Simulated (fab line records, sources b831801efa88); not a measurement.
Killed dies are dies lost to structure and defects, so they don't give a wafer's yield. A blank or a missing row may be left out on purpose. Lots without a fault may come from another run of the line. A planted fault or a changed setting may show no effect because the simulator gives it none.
fab line records | flow sky130
record lots=6 wafers=18 last_day=50
route steps=708 shown DNWELL@41 PWDE@45 NWELL@56 PAD_OPEN@708
lots that met no fault: from a run of the same line without faults
start_h: hours from the record's first day to the start of the lot's first wafer shown | wait_h: hours since the lot's step before | " the same as in the row above | L1.1+2: a row that stands for several wafers | - no value, or no start given | * or withheld: withheld | < > ~ a bound
route shown NAME@n: a module of which the file shows steps, and the number in the route of the first | usual: mean/standard deviation of fault-free wafers | same: alike in all rows | chamber/n: place in a boat | sites: the reading at each site | _std_site: their standard deviation | _edge_site: outer sites' mean less inner sites' | radius_mm: how far each site lies from the wafer's centre | mask NAME#n: copy n | behind: the tool/chamber that last shaped the wafer | hold: why the lot was held/for how many hours/how that ended | device: the transistor (n, p or np) that didn't switch | end of line: the same wafers' tests at the end of the route | a step without rows: its recipe alone | killed: dies lost to structure and defects at the first sort, not the wafer's yield | map: a wafer's dies, x killed, . not, _ none there
set.NAME: the setting as run; set.NAME@STEP: as run at that earlier step | model.NAME: the simulator's own value behind a step, which no gauge read
lots at some steps of the route; a table a step, a row a wafer
services: from which hour (start_h, from the record's first day; less than 0 if before it) a tool's chamber was out of use, for how many hours, and why
## steps
# step SKY_DNWELL_DEVELOP_06
# recipe wall_angle_deg=90 developer=TMAH develop_time_s=60 dev_temp_c=23
# step SKY_DNWELL_IMPLANT_07
# recipe species=P energy_kev=withheld dose_cm2=withheld tilt_deg=withheld
# step SKY_DNWELL_STRIP_08
# recipe chemistry=O2/N2 power_w=1400 pressure_mtorr=1500 platen_temp_c=withheld o2_flow_sccm=3000 n2_flow_sccm=300 overash_fraction=0.5
# usual drypump_motor_current_A=5.4/0.39 oes_product_au=0.723/0.004 strip_time_to_endpoint_s=36.90/0.1
# columns lot.wafer tool chamber start_h wait_h drypump_motor_current_A oes_product_au rf_hours_counter_h strip_time_to_endpoint_s
L879.1 plasma_asher-04 0 57.00 0.1 5.6 0.724 24 36.82
L879.4 " 1 " " 5.0 0.724 - 36.81
L879.6 " 0 " " 5.6 0.718 - 36.98
L881.2 plasma_asher-02 0 67.05 0.1 5.9 0.716 39 37.03
L881.3 " 0 " " 5.9 0.730 - 36.83
L881.4 " 1 " " 4.7 0.719 - 36.96
L892.1 plasma_asher-04 0 127.62 0.1 5.6 0.723 32 36.83
L892.2 " 1 " " 5.1 0.715 32 36.81
L892.3 " 0 " " 5.6 0.720 - 36.90
L899.2 plasma_asher-01 1 167.12 0.1 5.5 0.723 5 37.05
L899.3 " 0 " " 5.5 0.717 - 37.07
L899.5 " 1 " " 5.5 0.719 - 36.97
L900.1 plasma_asher-02 1 172.65 0.1 4.7 0.721 50 36.94
L900.4 " 0 " " 5.9 0.733 - 36.97
L900.5 " 0 " " 5.9 0.720 - 36.91
L901.4 plasma_asher-02 1 175.98 0.1 4.7 0.722 - 37.01
L901.5 " 1 " " 4.7 0.729 - 37.06
L901.6 " 0 " " 5.9 0.728 - 37.03
# step SKY_DNWELL_TW_MEAS_09
# usual DNWELL_TW=1111/8.1
# columns lot.wafer tool chamber start_h wait_h DNWELL_TW
L879.1 film_metro-04 - 57.10 0.1 1124
L879.4 " - " " 1122
L879.6 " - " " 1124
L881.2 film_metro-02 - 67.16 0.1 1103
L881.3 " - " " 1101
L881.4 " - " " 1106
L892.1 film_metro-04 - 127.72 0.1 1128
L892.2 " - " " 1123
L892.3 " - " " 1124
L899.2 film_metro-04 - 167.23 0.1 1115
L899.3 " - " " 1112
L899.5 " - " " 1110
L900.1 film_metro-03 - 172.75 0.1 1098
L900.4 " - " " 1105
L900.5 " - " " 1101
L901.4 film_metro-02 - 176.08 0.1 1114
L901.5 " - " " 1118
L901.6 " - " " 1125
# step SKY_PWDE_DEHYDRATE_00
# recipe temp_c=200 time_s=60
# step SKY_PWDE_HMDS_01
# recipe prime_time_s=60 prime_temp_c=120
# step SKY_PWDE_COAT_02
# recipe spin_rpm=2000 resist_thk_nm=3000
# step SKY_PWDE_SOFTBAKE_03
# recipe temp_c=110 time_s=withheld
# step SKY_PWDE_EXPOSE_04
# recipe mask_id=PWDEM na=0.6 source_shape=conventional sigma_outer=0.6 polarization=unpolarized target_cd_nm=840 dose_mj=214
# step SKY_PWDE_PEB_05
# recipe temp_c=115 time_s=withheld
# step SKY_PWDE_DEVELOP_06
# recipe wall_angle_deg=90 developer=TMAH develop_time_s=60 dev_temp_c=23
# step SKY_PWDE_OVL_MEAS_07
# usual PWDE_OVL=1.2/1.5
# columns lot.wafer tool chamber start_h wait_h PWDE_OVL[nm]
L879.1 overlay-02 - 73.60 - 2.6
L879.4 " - " " 2.7
L879.6 " - " " 2.6
L881.2 overlay-01 - 83.26 - 1.3
L881.3 " - " " 3.0
L881.4 " - " " 1.5
L892.1 overlay-01 - 146.35 - 1.1
L892.2 " - " " -0.7
L892.3 " - " " 1.2
L899.2 overlay-02 - 187.41 - 0.2
L899.3 " - " " -0.1
L899.5 " - " " 0.8
L900.1 overlay-01 - 193.65 - 2.4
L900.4 " - " " 2.6
L900.5 " - " " 3.2
L901.4 overlay-02 - 197.41 - 0.7
L901.5 " - " " 0.6
L901.6 " - " " 0.6
# step SKY_PWDE_IMPLANT_08
# recipe species=B energy_kev=152.2 dose_cm2=3.6e+12 tilt_deg=withheld
# usual beam_energy_keV=152.21/0.045 beam_on_s=9.96/0.2 faraday_current_uA=20.4/0.4
# columns lot.wafer tool chamber start_h wait_h beam_energy_keV beam_on_s faraday_current_uA
L879.1 implanter-04 0 73.63 0.0 152.23 10.19 19.9
L879.4 " 0 " " 152.24 9.73 20.8
L879.6 " 0 " " 152.31 10.06 20.3
L881.2 implanter-03 0 83.31 0.0 152.27 9.54 21.3
L881.3 " 0 " " 152.18 10.22 19.9
L881.4 " 0 " " 152.20 9.85 20.5
L892.1 implanter-03 0 146.38 0.0 152.17 9.49 21.3
L892.2 " 0 " " 152.20 9.83 20.6
L892.3 " 0 " " 152.24 10.06 20.3
L899.2 implanter-04 0 187.46 0.0 152.25 13.03 15.6
L899.3 " 0 " " 152.26 13.19 15.4
L899.5 " 0 " " 152.21 13.21 15.4
L900.1 implanter-04 0 193.68 0.0 152.29 13.61 14.9
L900.4 " 0 " " 152.23 13.18 15.5
L900.5 " 0 " " 152.21 13.30 15.2
L901.4 implanter-03 0 197.51 0.1 152.22 9.87 20.6
L901.5 " 0 " " 152.28 9.90 20.6
L901.6 " 0 " " 152.24 10.07 20.2
# step SKY_PWDE_STRIP_09
# recipe chemistry=O2/N2 power_w=1400 pressure_mtorr=1500 platen_temp_c=withheld o2_flow_sccm=3000 n2_flow_sccm=300 overash_fraction=0.5
# usual drypump_motor_current_A=5.5/0.48 oes_product_au=0.722/0.0042 strip_time_to_endpoint_s=36.94/0.095
# columns lot.wafer tool chamber start_h wait_h drypump_motor_current_A oes_product_au rf_hours_counter_h strip_time_to_endpoint_s
L879.1 plasma_asher-02 0 73.78 0.1 5.8 0.723 40 36.92
L879.4 " 0 " " 5.8 0.724 - 36.82
L879.6 " 1 " " 4.7 0.721 - 36.94
L881.2 plasma_asher-03 0 83.44 0.1 6.0 0.725 41 37.02
L881.3 " 1 " " 5.6 0.719 - 37.02
L881.4 " 0 " " 6.0 0.724 - 37.03
L892.1 plasma_asher-03 0 146.53 0.1 6.0 0.723 47 36.93
L892.2 " 1 " " 5.6 0.728 47 37.02
L892.3 " 1 " " 5.6 0.718 - 36.92
L899.2 plasma_asher-02 0 187.59 0.1 5.8 0.724 51 36.84
L899.3 " 0 " " 5.8 0.723 - 36.97
L899.5 " 1 " " 4.6 0.728 - 36.79
L900.1 plasma_asher-03 1 193.83 0.1 5.6 0.724 51 36.74
L900.4 " 1 " " 5.6 0.719 - 36.83
L900.5 " 0 " " 6.0 0.729 - 36.79
L901.4 plasma_asher-03 0 197.61 0.1 6.0 0.717 - 36.99
L901.5 " 1 " " 5.6 0.728 - 36.98
L901.6 " 0 " " 6.0 0.714 - 37.05
# step SKY_PWDE_TW_MEAS_10
# usual PWDE_TW=374.4/2.3
# columns lot.wafer tool chamber start_h wait_h PWDE_TW
L879.1 film_metro-04 - 73.88 0.1 377.6
L879.4 " - " " 375.7
L879.6 " - " " 375.9
L881.2 film_metro-04 - 83.55 0.1 376.7
L881.3 " - " " 374.8
L881.4 " - " " 376.3
L892.1 film_metro-03 - 146.63 0.1 371.5
L892.2 " - " " 372.9
L892.3 " - " " 372.4
L899.2 film_metro-02 - 187.70 0.1 409.9
L899.3 " - " " 408.8
L899.5 " - " " 409.2
L900.1 film_metro-02 - 193.93 0.1 409.3
L900.4 " - " " 407.7
L900.5 " - " " 408.1
L901.4 film_metro-04 - 197.71 0.1 375.8
L901.5 " - " " 377.8
L901.6 " - " " 377.8
# step SKY_NWELL_DEHYDRATE_03
# recipe temp_c=200 time_s=60
# step SKY_NWELL_HMDS_04
# recipe prime_time_s=60 prime_temp_c=120
# step SKY_NWELL_COAT_05
# recipe spin_rpm=2000 resist_thk_nm=3000
# step SKY_NWELL_SOFTBAKE_06
# recipe temp_c=110 time_s=withheld
# step SKY_NWELL_EXPOSE_07
# recipe mask_id=NWM na=0.6 source_shape=conventional sigma_outer=0.6 polarization=unpolarized target_cd_nm=840 dose_mj=255
# step SKY_NWELL_PEB_08
# recipe temp_c=115 time_s=withheld
# step SKY_NWELL_DEVELOP_09
# recipe wall_angle_deg=90 developer=TMAH develop_time_s=60 dev_temp_c=23
# step SKY_NWELL_OVL_MEAS_10
# usual NWELL_00_OVL=1.1/1.2
# columns lot.wafer tool chamber start_h wait_h NWELL_00_OVL[nm]
L879.1 overlay-01 - 90.95 - 0.3
L879.4 " - " " -0.1
L879.6 " - " " -0.5
L881.2 overlay-02 - 100.85 - 0.3
L881.3 " - " " 1.5
L881.4 " - " " 0.1
L892.1 overlay-01 - 166.40 - 1.7
L892.2 " - " " 0.9
L892.3 " - " " 1.9
L899.2 overlay-01 - 209.27 - 0.7
L899.3 " - " " 1.3
L899.5 " - " " 2.2
L900.1 overlay-01 - 215.77 - -0.8
L900.4 " - " " 2.4
L900.5 " - " " 0.3
L901.4 overlay-01 - 219.98 - 2.2
L901.5 " - " " 1.5
L901.6 " - " " -0.1
# step SKY_NWELL_IMPLANT_11
# recipe species=P energy_kev=400 dose_cm2=1.9e+13 tilt_deg=withheld
# step SKY_NWELL_IMPLANT_12
# recipe species=P energy_kev=120 dose_cm2=1.3e+12 tilt_deg=withheld
# step SKY_NWELL_IMPLANT_13
# recipe species=P energy_kev=50 dose_cm2=7e+11 tilt_deg=withheld
# step SKY_NWELL_STRIP_14
# recipe chemistry=O2/N2 power_w=1400 pressure_mtorr=1500 platen_temp_c=withheld o2_flow_sccm=3000 n2_flow_sccm=300 overash_fraction=0.5
# usual drypump_motor_current_A=5.53/0.27 oes_product_au=0.722/0.0044 strip_time_to_endpoint_s=36.99/0.1
# columns lot.wafer tool chamber start_h wait_h drypump_motor_current_A oes_product_au rf_hours_counter_h strip_time_to_endpoint_s
L879.1 plasma_asher-01 1 91.43 0.1 5.53 0.723 39 37.04
L879.4 " 1 " " 5.51 0.714 - 37.07
L879.6 " 0 " " 5.46 0.717 - 37.07
L881.2 plasma_asher-01 0 101.33 0.1 5.42 0.725 41 36.87
L881.3 " 0 " " 5.44 0.714 - 36.96
L881.4 " 1 " " 5.48 0.724 - 36.93
L892.1 plasma_asher-03 0 166.88 0.1 5.96 0.717 49 37.07
L892.2 " 1 " " 5.56 0.729 49 37.12
L892.3 " 0 " " 6.01 0.723 - 37.10
L899.2 plasma_asher-04 1 209.75 0.1 5.06 0.720 40 37.14
L899.3 " 1 " " 5.04 0.730 - 37.14
L899.5 " 0 " " 5.61 0.714 - 37.17
L900.1 plasma_asher-04 0 216.25 0.1 5.62 0.719 40 37.08
L900.4 " 0 " " 5.63 0.720 - 37.03
L900.5 " 1 " " 5.05 0.725 - 37.13
L901.4 plasma_asher-03 1 220.49 0.1 5.52 0.726 - 37.08
L901.5 " 0 " " 6.02 0.727 - 37.10
L901.6 " 1 " " 5.54 0.715 - 36.95
# step SKY_NWELL_TW_MEAS_15
# usual NWELL_TW=1824/13
# columns lot.wafer tool chamber start_h wait_h NWELL_TW
L879.1 film_metro-04 - 91.53 0.1 1827
L879.4 " - " " 1829
L879.6 " - " " 1834
L881.2 film_metro-04 - 101.44 0.1 1839
L881.3 " - " " 1848
L881.4 " - " " 1836
L892.1 film_metro-04 - 166.98 0.1 1816
L892.2 " - " " 1808
L892.3 " - " " 1816
L899.2 film_metro-04 - 209.86 0.1 1837
L899.3 " - " " 1832
L899.5 " - " " 1837
L900.1 film_metro-02 - 216.35 0.1 1811
L900.4 " - " " 1814
L900.5 " - " " 1813
L901.4 film_metro-03 - 220.58 0.1 1802
L901.5 " - " " 1812
L901.6 " - " " 1805
# step SKY_NWELL_DEHYDRATE_16
# recipe temp_c=200 time_s=60
# step SKY_NWELL_HMDS_17
# recipe prime_time_s=60 prime_temp_c=120
# step SKY_NWELL_COAT_18
# recipe spin_rpm=2000 resist_thk_nm=3000
# step SKY_NWELL_SOFTBAKE_19
# recipe temp_c=110 time_s=withheld
# step SKY_NWELL_EXPOSE_20
# recipe mask_id=NWM_COMPLEMENT na=0.6 source_shape=conventional sigma_outer=0.6 polarization=unpolarized target_cd_nm=840 dose_mj=260
# step SKY_NWELL_PEB_21
# recipe temp_c=115 time_s=withheld
# step SKY_NWELL_DEVELOP_22
# recipe wall_angle_deg=90 developer=TMAH develop_time_s=60 dev_temp_c=23
# step SKY_NWELL_OVL_MEAS_23
# usual NWELL_01_OVL=0.6/1.3
# columns lot.wafer tool chamber start_h wait_h NWELL_01_OVL[nm]
L879.1 overlay-02 - 108.47 - 0.5
L879.4 " - " " -0.1
L879.6 " - " " 3.7
L881.2 overlay-01 - 119.87 - 0.2
L881.3 " - " " -0.3
L881.4 " - " " -1.2
L892.1 overlay-01 - 187.55 - 0.5
L892.2 " - " " 2.9
L892.3 " - " " 0.8
L899.2 overlay-02 - 232.10 - 0.5
L899.3 " - " " 1.0
L899.5 " - " " 1.4
L900.1 overlay-02 - 238.27 - -1.5
L900.4 " - " " 0.3
L900.5 " - " " 1.4
L901.4 overlay-02 - 242.31 - 0.8
L901.5 " - " " 1.3
L901.6 " - " " 2.3
# step SKY_NWELL_IMPLANT_24
# recipe species=B energy_kev=140 dose_cm2=9.076e+12 tilt_deg=withheld
# step SKY_NWELL_STRIP_25
# recipe chemistry=O2/N2 power_w=1400 pressure_mtorr=1500 platen_temp_c=withheld o2_flow_sccm=3000 n2_flow_sccm=300 overash_fraction=0.5
# usual drypump_motor_current_A=5.47/0.26 oes_product_au=0.722/0.0044 strip_time_to_endpoint_s=36.98/0.1
# columns lot.wafer tool chamber start_h wait_h drypump_motor_current_A oes_product_au rf_hours_counter_h strip_time_to_endpoint_s
L879.1 plasma_asher-04 1 108.65 0.1 5.07 0.724 29 37.03
L879.4 " 0 " " 5.63 0.719 - 37.11
L879.6 " 0 " " 5.60 0.726 - 36.95
L881.2 plasma_asher-04 1 120.05 0.1 5.03 0.728 31 36.91
L881.3 " 0 " " 5.62 0.724 - 36.91
L881.4 " 1 " " 5.04 0.715 - 36.94
L892.1 plasma_asher-04 1 187.73 0.1 5.03 0.721 37 36.98
L892.2 " 0 " " 5.63 0.717 37 37.15
L892.3 " 0 " " 5.62 0.718 - 37.13
L899.2 plasma_asher-03 1 232.28 0.1 5.52 0.719 55 37.12
L899.3 " 1 " " 5.57 0.721 - 37.15
L899.5 " 0 " " 5.97 0.722 - 37.04
L900.1 plasma_asher-04 1 238.45 0.1 5.06 0.717 42 36.79
L900.4 " 0 " " 5.63 0.722 - 36.98
L900.5 " 0 " " 5.63 0.720 - 37.01
L901.4 plasma_asher-03 0 242.51 0.1 6.01 0.716 - 36.75
L901.5 " 0 " " 6.01 0.718 - 36.73
L901.6 " 1 " " 5.49 0.723 - 36.96
# step SKY_NWELL_TW_MEAS_26
# usual NWELL_2_TW=493.1/2.8
# columns lot.wafer tool chamber start_h wait_h NWELL_2_TW
L879.1 film_metro-03 - 108.75 0.1 490.7
L879.4 " - " " 492.0
L879.6 " - " " 492.4
L881.2 film_metro-03 - 120.16 0.1 489.2
L881.3 " - " " 488.6
L881.4 " - " " 492.7
L892.1 film_metro-04 - 187.83 0.1 496.7
L892.2 " - " " 496.9
L892.3 " - " " 497.3
L899.2 film_metro-02 - 232.39 0.1 490.8
L899.3 " - " " 488.4
L899.5 " - " " 493.7
L900.1 film_metro-02 - 238.55 0.1 494.1
L900.4 " - " " 490.7
L900.5 " - " " 490.7
L901.4 film_metro-02 - 242.61 0.1 493.3
L901.5 " - " " 494.8
L901.6 " - " " 493.9
# step SKY_NWELL_CLEAN_27
# recipe chemistry=SC1/SC2 mix=1:4:20 temp_c=70 time_s=150 dry=n2_spin
# step SKY_NWELL_RTA_28
# recipe temp_c=1050 time_s=30 idle_temp_c=650 ramp_up_c_per_s=150 ramp_down_c_per_s=90 ambient=N2
# usual lamp_power_pct=25.30/0.055 wafer_temp_C_max=1054.9/0.98
# columns lot.wafer tool chamber start_h wait_h lamp_power_pct wafer_temp_C_max
L879.1 rtp_anneal-01 0 108.86 0.0 25.29 1053.9
L879.4 " 0 " " 25.32 1054.2
L879.6 " 0 " " 25.32 1055.9
L881.2 rtp_anneal-02 0 120.28 0.0 25.30 1054.2
L881.3 " 0 " " 25.27 1054.9
L881.4 " 0 " " 25.36 1053.6
L892.1 rtp_anneal-01 0 187.94 0.0 25.36 1054.6
L892.2 " 0 " " 25.31 1053.9
L892.3 " 0 " " 25.31 1054.1
L899.2 rtp_anneal-01 0 232.51 0.0 25.34 1054.5
L899.3 " 0 " " 25.33 1055.7
L899.5 " 0 " " 25.21 1055.6
L900.1 rtp_anneal-02 0 238.66 0.0 25.27 1053.7
L900.4 " 0 " " 25.27 1055.2
L900.5 " 0 " " 25.28 1056.7
L901.4 rtp_anneal-02 0 242.74 0.1 25.33 1054.3
L901.5 " 0 " " 25.31 1054.7
L901.6 " 0 " " 25.33 1054.2
# step SKY_NWELL_RS_MEAS_29
# recipe thk_meas_gauge=four-point-probe
# usual NWELL_RS=625.7/1.6
# columns lot.wafer tool chamber start_h wait_h NWELL_RS[ohm/sq]
L879.1 film_metro-04 - 108.96 0.1 629.5
L879.4 " - " " 628.8
L879.6 " - " " 628.0
L881.2 film_metro-04 - 120.38 0.1 626.7
L881.3 " - " " 627.0
L881.4 " - " " 626.5
L892.1 film_metro-02 - 188.04 0.1 627.8
L892.2 " - " " 628.3
L892.3 " - " " 626.3
L899.2 film_metro-03 - 232.61 0.1 623.4
L899.3 " - " " 624.2
L899.5 " - " " 624.1
L900.1 film_metro-02 - 238.76 0.1 626.7
L900.4 " - " " 627.8
L900.5 " - " " 625.9
L901.4 film_metro-04 - 242.85 0.1 626.8
L901.5 " - " " 625.6
L901.6 " - " " 626.2
# step SKY_NWELL_RS_MEAS_31
# recipe thk_meas_gauge=four-point-probe
# usual PWDE_RS=5284/21
# columns lot.wafer tool chamber start_h wait_h PWDE_RS[ohm/sq]
L879.1 film_metro-04 - 109.20 0.1 5291
L879.4 " - " " 5301
L879.6 " - " " 5285
L881.2 film_metro-04 - 120.62 0.1 5294
L881.3 " - " " 5291
L881.4 " - " " 5289
L892.1 film_metro-02 - 188.28 0.1 5249
L892.2 " - " " 5270
L892.3 " - " " 5288
L899.2 film_metro-03 - 232.85 0.1 4223
L899.3 " - " " 4228
L899.5 " - " " 4229
L900.1 film_metro-02 - 239.00 0.1 4231
L900.4 " - " " 4220
L900.5 " - " " 4218
L901.4 film_metro-04 - 243.09 0.1 5291
L901.5 " - " " 5290
L901.6 " - " " 5267
# step SKY_PAD_OPEN_PROBE_99
# usual killed_at_M0_to_M3=44/7.1 killed_at_M4_up=3.1/1.9 killed_at_contacts=25/5.8 killed_at_front_end=16/4.5 killed_at_other=0.3/0.52 killed_dies=88/9.1 killed_open=48/6.8 killed_short=39/5.8
# same gross_dies=492 killed_at_back_side=0
# columns lot.wafer tool chamber start_h wait_h killed_at_M0_to_M3 killed_at_M4_up killed_at_contacts killed_at_front_end killed_at_other killed_dies killed_open killed_short model.etest.res_p_drift_20v.rs_ohm_sq model.etest.res_pwde_under_gate.rs_ohm_sq
L879.1 prober-02 - 1080.06 0.1 49 5 28 19 0 101 55 46 9861 6152
L879.4 prober-02 - 1080.21 0.2 47 2 32 17 1 99 56 43 9824 6166
L879.6 prober-02 - 1080.31 0.2 43 5 22 22 1 93 51 42 9749 6148
L881.2 prober-02 - 1097.52 0.1 54 7 17 7 0 85 46 39 9998 6143
L881.3 prober-02 - 1097.57 0.2 49 3 22 11 1 86 44 42 9899 6149
L881.4 prober-02 - 1097.62 0.2 49 4 23 16 1 93 50 43 9769 6150
L892.1 prober-02 - 1157.66 0.1 49 3 23 16 0 91 49 41 9721 6065
L892.2 prober-02 - 1157.71 0.1 42 3 31 17 0 93 49 44 9622 6071
L892.3 prober-02 - 1157.76 0.2 36 4 26 25 1 92 49 42 9386 6153
L899.2 prober-02 - 1191.66 0.1 57 4 38 10 0 109 59 50 6958 4755
L899.3 prober-02 - 1191.71 0.2 47 4 28 15 0 94 51 42 6975 4754
L899.5 prober-02 - 1191.81 0.2 50 5 24 8 0 87 49 37 7004 4748
L900.1 prober-01 - 1196.02 0.1 45 2 25 21 0 93 42 51 7221 4683
L900.4 prober-01 - 1196.17 0.2 38 3 41 16 0 98 65 32 7295 4685
L900.5 prober-01 - 1196.22 0.2 50 3 30 19 0 102 51 51 7234 4679
L901.4 prober-02 - 1197.12 0.2 39 4 21 9 1 74 39 35 9590 6201
L901.5 prober-02 - 1197.17 0.2 40 8 21 17 2 88 38 48 9560 6199
L901.6 prober-02 - 1197.22 0.2 38 3 21 16 0 78 46 32 9381 6138
# killed by level:class
L879.1 VIA1:geometric_particle:open=14 METAL2:geometric_particle:short=11 VIA2:geometric_particle:open=10 LOCAL_INTERCONNECT:geometric_particle:short=7 CONTACT:geometric_particle:short=7 POLY_GATE:geometric_particle:short=6 LI_CONTACT:geometric_particle:open=6 FIELD_ISO:geometric_particle:open=5
L879.4 CONTACT:geometric_particle:open=12 VIA1:geometric_particle:open=11 METAL2:geometric_particle:short=7 LI_CONTACT:geometric_particle:open=7 METAL1:geometric_particle:short=7 VIA3:geometric_particle:open=7 POLY_GATE:geometric_particle:open=6 POLY_GATE:geometric_particle:short=5
L879.6 VIA1:geometric_particle:open=11 CONTACT:geometric_particle:open=9 POLY_GATE:geometric_particle:open=7 LI_CONTACT:geometric_particle:open=7 FIELD_ISO:geometric_particle:short=6 METAL2:geometric_particle:short=6 VIA3:geometric_particle:open=6 METAL1:geometric_particle:short=5
L881.2 VIA1:geometric_particle:open=14 VIA2:geometric_particle:open=8 LI_CONTACT:geometric_particle:open=8 VIA1:geometric_particle:short=8 METAL1:geometric_particle:short=6 VIA3:geometric_particle:open=6 CONTACT:geometric_particle:open=5 METAL4:geometric_particle:short=5
L881.3 VIA1:geometric_particle:open=11 CONTACT:geometric_particle:open=8 VIA2:geometric_particle:open=7 METAL2:geometric_particle:short=7 METAL1:geometric_particle:short=6 LI_CONTACT:geometric_particle:open=5 CONTACT:geometric_particle:short=5 POLY_GATE:geometric_particle:short=4
L881.4 VIA2:geometric_particle:open=10 VIA1:geometric_particle:open=9 LI_CONTACT:geometric_particle:open=8 CONTACT:geometric_particle:open=8 METAL1:geometric_particle:short=8 VIA1:geometric_particle:short=8 FIELD_ISO:geometric_particle:short=6 VIA2:geometric_particle:short=4
L892.1 VIA1:geometric_particle:open=14 VIA3:geometric_particle:open=7 LI_CONTACT:geometric_particle:open=6 LOCAL_INTERCONNECT:geometric_particle:short=6 CONTACT:geometric_particle:open=6 VIA1:geometric_particle:short=6 FIELD_ISO:geometric_particle:short=5 METAL1:geometric_particle:short=5
L892.2 CONTACT:geometric_particle:open=10 CONTACT:geometric_particle:short=9 LI_CONTACT:geometric_particle:open=7 VIA3:geometric_particle:open=7 VIA1:geometric_particle:open=7 FIELD_ISO:geometric_particle:short=6 METAL1:geometric_particle:short=5 METAL2:geometric_particle:short=5
L892.3 FIELD_ISO:geometric_particle:open=11 VIA1:geometric_particle:open=9 LI_CONTACT:geometric_particle:open=8 CONTACT:geometric_particle:open=7 METAL1:geometric_particle:short=6 FIELD_ISO:geometric_particle:short=5 METAL2:geometric_particle:short=4 POLY_GATE:geometric_particle:short=4
L899.2 VIA1:geometric_particle:open=15 CONTACT:geometric_particle:open=12 LI_CONTACT:geometric_particle:open=8 VIA1:geometric_particle:short=8 LOCAL_INTERCONNECT:geometric_particle:short=7 VIA3:geometric_particle:open=6 VIA3:geometric_particle:short=6 CONTACT:geometric_particle:short=6
L899.3 LI_CONTACT:geometric_particle:open=11 CONTACT:geometric_particle:open=9 METAL1:geometric_particle:short=8 VIA2:geometric_particle:open=7 METAL2:geometric_particle:short=6 VIA3:geometric_particle:open=6 CONTACT:geometric_particle:short=5 VIA1:geometric_particle:short=5
L899.5 VIA1:geometric_particle:open=11 LI_CONTACT:geometric_particle:open=9 VIA1:geometric_particle:short=9 VIA3:geometric_particle:open=8 VIA2:geometric_particle:open=6 CONTACT:geometric_particle:open=6 CONTACT:geometric_particle:short=5 METAL1:geometric_particle:short=5
L900.1 VIA1:geometric_particle:open=10 METAL1:geometric_particle:short=8 FIELD_ISO:geometric_particle:open=7 FIELD_ISO:geometric_particle:short=6 CONTACT:geometric_particle:open=6 LI_CONTACT:geometric_particle:open=5 LI_CONTACT:geometric_particle:short=5 LOCAL_INTERCONNECT:geometric_particle:short=5
L900.4 CONTACT:geometric_particle:open=17 VIA1:geometric_particle:open=12 LI_CONTACT:geometric_particle:open=11 CONTACT:geometric_particle:short=7 POLY_GATE:geometric_particle:open=6 LOCAL_INTERCONNECT:geometric_particle:short=5 METAL2:geometric_particle:short=5 VIA3:geometric_particle:open=5
L900.5 VIA1:geometric_particle:open=14 METAL2:geometric_particle:short=9 CONTACT:geometric_particle:open=8 FIELD_ISO:geometric_particle:short=6 LI_CONTACT:geometric_particle:short=6 LI_CONTACT:geometric_particle:open=6 LOCAL_INTERCONNECT:geometric_particle:short=6 VIA1:geometric_particle:short=5
L901.4 VIA1:geometric_particle:open=9 METAL1:geometric_particle:short=8 CONTACT:geometric_particle:open=8 LI_CONTACT:geometric_particle:open=6 METAL3:geometric_particle:short=4 VIA2:geometric_particle:short=4 VIA2:geometric_particle:open=4 POLY_CUT:geometric_particle:open=3
L901.5 CONTACT:geometric_particle:open=10 VIA2:geometric_particle:open=8 VIA1:geometric_particle:open=7 LOCAL_INTERCONNECT:geometric_particle:short=6 METAL2:geometric_particle:short=6 FIELD_ISO:geometric_particle:short=5 POLY_GATE:geometric_particle:open=5 METAL1:geometric_particle:short=5
L901.6 CONTACT:geometric_particle:open=9 VIA3:geometric_particle:open=9 VIA1:geometric_particle:open=8 FIELD_ISO:geometric_particle:open=5 METAL1:geometric_particle:short=5 POLY_GATE:geometric_particle:open=4 CONTACT:geometric_particle:short=4 LI_CONTACT:geometric_particle:open=3
## services
# columns tool chamber start_h hours kind
implanter-03 - 47.65 10.1 repair
implanter-04 - 70.22 2.7 repair
plasma_asher-01 - 75.30 4.0 repair
implanter-04 - 82.13 4.4 repair
plasma_asher-01 - 108.75 9.0 pm
plasma_asher-01 0 108.75 9.0 vent_cycle
plasma_asher-01 1 108.75 9.0 vent_cycle
plasma_asher-01 0 117.75 - clean
plasma_asher-01 1 117.75 - clean
plasma_asher-04 - 140.67 2.8 pm
plasma_asher-03 - 142.41 2.2 repair
implanter-03 - 172.46 1.6 repair
plasma_asher-02 - 203.82 4.0 pm
plasma_asher-02 - 211.80 1.2 repair
plasma_asher-01 - 232.03 2.3 repair
## key
first_sign step=SKY_PWDE_IMPLANT_08 reading=beam_on_s direction=up sigmas=16 usual=9.96 struck=13.25
effect step=SKY_PWDE_IMPLANT_08 reading=faraday_current_uA direction=down sigmas=12 usual=20.4 struck=15.3
effect step=SKY_PWDE_TW_MEAS_10 reading=PWDE_TW direction=up sigmas=15 usual=374.4 struck=408.8
effect step=SKY_NWELL_RS_MEAS_31 reading=PWDE_RS direction=down sigmas=51 usual=5284 struck=4225
model_effect step=SKY_PAD_OPEN_PROBE_99 value=etest.res_p_drift_20v.rs_ohm_sq without=9113 struck=7115
met_at SKY_PWDE_IMPLANT_08
struck_wafers L899.2,L899.3,L899.5,L900.1,L900.4,L900.5
tester_left_out L899,L900
onset_between 73.63 187.46
fault kind=process_parameter_drift tool=implanter-04 chamber=- onset_h=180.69 steps=SKY_PWDE_IMPLANT_08 channel=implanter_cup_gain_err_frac offset=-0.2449 shape=step end_h=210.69
# tester_left_out: of these lots the tester's yield and bins aren't shown, on N5 and GAA mostly nor the transistor test; their killed dies are dies lost to structure and defects alone, not to doping, threshold or leakage, so they don't give the yield
